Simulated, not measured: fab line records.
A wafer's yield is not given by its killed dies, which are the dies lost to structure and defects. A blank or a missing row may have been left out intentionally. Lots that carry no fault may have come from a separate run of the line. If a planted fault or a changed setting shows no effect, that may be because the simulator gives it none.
One fault through the eyes of 2 desks / flow sfq-line / every desk sees just its own numbers, and what lay behind them comes last

== THE TOOL OWNER'S DESK: film-metro-03 ==
SFQ_TRILAYER_I3_METRO_MEASURE_083, tool's own readings: per-lot mean of the sampled wafers with a number, covering each lot this tool ran. Marked OUT: a lot whose mean sits more than 4 standard deviations from the usual mean, which makes it out of limits; the brackets give that distance.
Columns: A = thk-nm at SFQ_TRILAYER_I3_METRO_MEASURE_083, usual 200.2 nm
lot=L815; first seen here=day 40 17:05; A=200.6
lot=L822; first seen here=day 41 16:30; A=203.6
lot=L828; first seen here=day 43 23:05; A=204.5
This desk's finding: nothing out of limits on any of the 3 lots.

== METROLOGY DESK ==
What the gauges read for every lot (on any tool): the sampled wafers with a number, averaged. Marked OUT: a lot whose mean sits more than 4 standard deviations from the usual mean, which makes it out of limits; the brackets give that distance.
Columns: A = I1_BOW at SFQ_I1_BOW_MEAS_912, usual 0 um
lot=L815; first seen here=day 21 22:22; A=-7
lot=L816; first seen here=day 23 08:07; A=1
lot=L822; first seen here=day 26 15:28; A=8
lot=L828; first seen here=day 28 16:47; A=-4
lot=L829; first seen here=day 29 10:48; A=2
lot=L831; first seen here=day 29 22:23; A=-1
lot=L833; first seen here=day 30 04:46; A=-1
lot=L834; first seen here=day 32 02:41; A=2
lot=L835; first seen here=day 33 12:07; A=5
lot=L836; first seen here=day 33 18:07; A=2
This desk's finding: nothing out of limits on any of the 10 lots.

== PUT TOGETHER ==
Nothing out of limits was seen by the tool owner's desk.
At the metrology desk, nothing out of limits was observed.

== WHAT WAS PUT IN BY THE SIMULATOR ==
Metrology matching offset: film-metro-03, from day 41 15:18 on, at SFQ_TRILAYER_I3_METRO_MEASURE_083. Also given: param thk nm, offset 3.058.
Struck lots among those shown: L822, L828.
